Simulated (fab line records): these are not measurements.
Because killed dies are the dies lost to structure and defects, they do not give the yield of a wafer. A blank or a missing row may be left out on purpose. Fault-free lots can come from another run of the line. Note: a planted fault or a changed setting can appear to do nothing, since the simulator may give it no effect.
A lot that was struck, set against a sound lot	flow sky130	32 out of 708 route steps
Sound: these wafers, L903.3, L903.4, L903.6. Wafers struck: L891.1, L891.5, L891.6. The cause is given at the end.
Per side, at each step with rows, come the tool, then ch with its chambers, and then its first start. Under that, the readings that differ: sound wafers	struck wafers	difference of the means	sigmas: that difference in standard deviations of wafers without a fault.
alike: a reading whose means differ by less than 2 such deviations, as well as words and numbers matching on both sides. not compared: withheld readings; readings where some wafer has no value; bounds like >300 that might hide an equal value; numbers whose values overlap and for which the record gives no deviation.
A row with sigmas, a row that says differs or no value, or rows on one side alone: a step with any of these is where the two part. Non-overlapping numbers with no deviation appear without sigmas and do not part them. A reading missing from all wafers of one side parts the sides only when that side holds two or more wafers.

first, 3 steps without rows for these wafers: SKY_VIA1_STRIP_17 (strips in post etch residue remover, time 1200 s); SKY_VIA1_CLEAN_18 (cleans in IPA, time 180 s); SKY_VIA1_CLEAN_19 (cleans in O3/DIW).
SKY_VIA1_SPUTTER_20: material TiN, target thk 20 nm, time 80 s.
  sound on pvd_sputter-03 at day 38 20:40; struck on pvd_sputter-01 at day 35 09:56
  alike: throttle_valve_pct
SKY_VIA1_CVD_21: deposits W, target thk 270 nm, time 80.902 s.
  sound on cvd_w-02 ch 0,1, day 38 20:46; struck on cvd_w-01 ch 0,1, day 35 10:00
  alike: heater_power_w
SKY_VIA1_RS_MEAS_22: measures by four-point-probe.
  sound on film_metro-02 at day 38 20:52; struck on film_metro-02 at day 35 10:05
  alike: VIA1_W_RS
SKY_VIA1_THK_MEAS_23: measures by xrf.
  sound on film_metro-02 at day 38 20:58; struck on film_metro-02 at day 35 10:13
  alike: VIA1_W_THK
SKY_VIA1_CMP_24: polishes, stops on SiO2, t overpolish 15 s, target thk 0 nm.
  sound on cmp-01 ch 0,1,3, day 38 21:00; struck on cmp-01 ch 0,1,2, day 35 10:25
  alike: edge_zone_pressure_frac, head_pressure_psi, motor_current_A, overpolish_run_s, slurry_filter_dp_kPa, slurry_flow_ml_min, time_to_endpoint_s
then, 1 step without rows for these wafers: SKY_METAL2_SPUTTER_00 (material Ti, target thk 15 nm, time 10 s).
SKY_METAL2_SPUTTER_01: material TiN, target thk 20 nm, time 16.7 s.
  sound on pvd_sputter-04 at day 38 21:19; struck on pvd_sputter-02 at day 35 10:36
  alike: throttle_valve_pct
then, 1 step without rows for these wafers: SKY_METAL2_SPUTTER_02 (material AlCu, target thk 250 nm, time 13.3 s).
SKY_METAL2_SPUTTER_03: material Ti, target thk 5 nm, time 3.3 s.
  sound on pvd_sputter-04 at day 38 21:22; struck on pvd_sputter-02 at day 35 10:39
  alike: throttle_valve_pct
SKY_METAL2_SPUTTER_04: material TiN, target thk 70 nm, time 58.3 s.
  sound on pvd_sputter-04 at day 38 21:23; struck on pvd_sputter-02 at day 35 10:40
reading	sound	struck	difference	sigmas
model.TiN_of_METAL2_SPUTTER_04.thk_nm (nm)	72.73 70.59 70.32	61.69 64.1 61.95	-8.63	
  alike: throttle_valve_pct
SKY_METAL2_RS_MEAS_05: measures by four-point-probe.
  sound on film_metro-02 at day 38 21:29; struck on film_metro-01 at day 35 11:00
reading	sound	struck	difference	sigmas
METAL2_ALCU_RS (ohm/sq)	0.1257 0.1266 0.1266	0.1315 0.1277 0.1307	+0.0037	+2
  not compared: hold
SKY_METAL2_THK_MEAS_06: measures by xrf.
  sound on film_metro-02 at day 38 21:35; struck on film_metro-01 at day 35 13:58
reading	sound	struck	difference	sigmas
hold	- - -	await_dispo/2.8h/release await_dispo/2.8h/release await_dispo/2.8h/release	no value on the sound wafers	
  alike: METAL2_ALCU_THK
then, 8 steps without rows for these wafers: SKY_METAL2_DEHYDRATE_07 (time 60 s); SKY_METAL2_HMDS_08 (prime time 60 s); SKY_METAL2_COAT_09 (resist thk 60 nm); SKY_METAL2_COAT_10 (resist thk 450 nm); SKY_METAL2_SOFTBAKE_11 (time 90 s); SKY_METAL2_EXPOSE_12 (exposes mask MM2, target cd 140 nm); SKY_METAL2_PEB_13; SKY_METAL2_DEVELOP_14 (develop time 60 s).
SKY_METAL2_CD_MEAS_15 targets a cd of 140 nm.
  sound on cd_sem-02 at day 39 22:52; struck on cd_sem-02 at day 36 13:16
  alike: cd_nm
SKY_METAL2_OVL_MEAS_16:
  sound on overlay-02 at day 39 22:58; struck on overlay-01 at day 36 13:23
  alike: METAL2_OVL
then, 4 steps without rows for these wafers: SKY_METAL2_DESCUM_17 (chemistry O2, time 8 s); SKY_METAL2_ETCH_18 (etches BARC in N2/H2, stops on SiO2, time 45.9 s, target depth 60 nm); SKY_METAL2_METAL_ETCH_19 (etches the open film in Cl2/BCl3, stops on SiO2, target depth 360 nm, time 78 s); SKY_METAL2_STRIP_20 (strips in O2/N2).
SKY_METAL2_STRIP_21: strips in post etch residue remover, time 1200 s.
  sound on wet_bench-04 ch 0, day 39 23:16; struck on wet_bench-04 ch 1, day 36 13:42
reading	sound	struck	difference	sigmas
bath_heat_duty_pct (%)	12.4 13.3 13.5	17.3 16.3 17.6	+4.0	+3
model.TiN_of_METAL2_SPUTTER_04.thk_nm (nm)	72.31 70.17 69.9	61.27 63.68 61.53	-8.63	
then, 1 step without rows for these wafers: SKY_METAL2_CLEAN_22 (cleans in IPA, time 180 s).
-- the record jumps here: 10 days lie between the struck wafers' starts before and after (it left off in module METAL2 and takes up again in module PAD_OPEN, whose first step shown is number 708 of the route) --
SKY_PAD_OPEN_PROBE_99:
  sound on prober-01 at day 49 15:30; struck on prober-01 at day 47 01:06
  alike: defect_limited_yield, killed_at_M0_to_M3, killed_at_M4_up, killed_at_contacts, killed_at_front_end, killed_at_other, killed_dies, killed_open, killed_short, sort_bin_3_pad_short, sort_bin_5_function, sort_bin_6_memory, sort_n_pass, sort_yield_pct

WHERE THEY PART
At SKY_METAL2_RS_MEAS_05 first; at SKY_METAL2_STRIP_21 last (within this record only). Later steps at which nothing parts them and some readings are alike: SKY_PAD_OPEN_PROBE_99.

WHY: the cause the simulator had injected
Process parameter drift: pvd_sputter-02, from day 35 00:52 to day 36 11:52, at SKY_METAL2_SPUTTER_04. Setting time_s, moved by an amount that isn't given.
